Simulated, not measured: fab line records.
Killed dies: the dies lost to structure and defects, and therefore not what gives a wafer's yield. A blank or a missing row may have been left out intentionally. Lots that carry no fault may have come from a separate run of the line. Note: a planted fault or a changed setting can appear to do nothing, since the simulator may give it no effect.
A single fault, viewed from 2 desks + flow gf180mcu + each desk holds nothing but its own numbers, with what lay behind them at the end

== METROLOGY DESK ==
Lot by lot, what the gauges showed, no matter which tool ran the lot: averages of those sampled wafers that carry a number. If a lot's mean is further than 4 standard deviations from the usual mean, the lot is out of limits and carries the mark OUT (the distance appears in the brackets).
Columns: A = STI_OXIDATION_THK at GF_STI_THK_MEAS_02, usual 9.97 nm; B = STI_CVD_23_THK at GF_STI_THK_MEAS_24, usual 646 nm; C = VT_IMPLANT_3_TW at GF_VT_IMPLANT_TW_MEAS_32, usual 268.4
| lot  | first seen here | A               | B   | C     |
|------|-----------------|-----------------|-----|-------|
| L134 | day 1 11:31     | 9.95            | 649 | 270.3 |
| L135 | day 1 16:31     | 9.85            | 645 | 267.9 |
| L137 | day 2 02:31     | 9.51            | 648 | 269.8 |
| L138 | day 2 07:31     | 10.21           | 642 | 266.7 |
| L139 | day 2 12:32     | 9.85            | 649 | 269.2 |
| L141 | day 2 22:31     | 13.07 (+14) OUT | 657 | 269.0 |
| L143 | day 3 08:31     | 13.05 (+14) OUT | 644 | 270.5 |
| L146 | day 3 23:49     | 10.01           | 645 | 269.2 |
| L147 | day 4 10:36     | 9.79            | 649 | 267.6 |
| L148 | day 4 10:37     | 10.08           | 648 | 267.2 |
| L149 | day 4 20:06     | 10.13           | 651 | 267.5 |
| L153 | day 5 10:31     | 10.00           | 641 | 269.4 |
| L155 | day 5 21:09     | 10.53           | 645 | 267.3 |
This desk's finding: out of limits on L141, L143; first on L141, day 2 22:31 (STI_OXIDATION_THK at GF_STI_THK_MEAS_02). In limits: L134, L135, L137, L138, L139, L146, L147, L148, L149, L153, L155.

== THE TOOL OWNER'S DESK: furnace-01 ==
The tool's own readings at GF_STI_OXIDATION_01 (stabilise 600 s, purge 300 s, target thk 10 nm): means of the sampled wafers that have a number, for each lot that ran on this tool. If a lot's mean is further than 4 standard deviations from the usual mean, the lot is out of limits and carries the mark OUT (the distance appears in the brackets).
Columns: A = spike_tc_bottom_C at GF_STI_OXIDATION_01, usual 916.5 C; B = tube_center_temp_C at GF_STI_OXIDATION_01, usual 900 C; C = zone_power_top_pct at GF_STI_OXIDATION_01, usual 31.9 %
| lot  | first seen here | A     | B   | C    |
|------|-----------------|-------|-----|------|
| L135 | day 1 15:07     | 918.5 | 900 | 32.5 |
| L137 | day 2 01:07     | 918.2 | 900 | 32.2 |
| L139 | day 2 11:07     | 917.6 | 900 | 32.2 |
| L141 | day 2 21:07     | 918.4 | 900 | 32.0 |
| L143 | day 3 07:07     | 917.8 | 900 | 32.0 |
This desk's verdict: no lot among the 5 shows anything out of limits.

== BROUGHT TOGETHER ==
On L141, L143, the metrology desk was in a position to raise an alarm at day 2 22:31.
Nothing out of limits was seen by the tool owner's desk.
The tool owner's desk has L141, L143 on record, within its limits.
GF_STI_OXIDATION_01 was run on furnace-01 by each of the lots named.

== WHAT WAS PUT IN BY THE SIMULATOR ==
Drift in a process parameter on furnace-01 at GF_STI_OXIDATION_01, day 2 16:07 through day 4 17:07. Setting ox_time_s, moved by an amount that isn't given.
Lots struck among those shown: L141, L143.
Delay in hours, fault start to first out-of-limits reading, per desk: metrology desk 6.
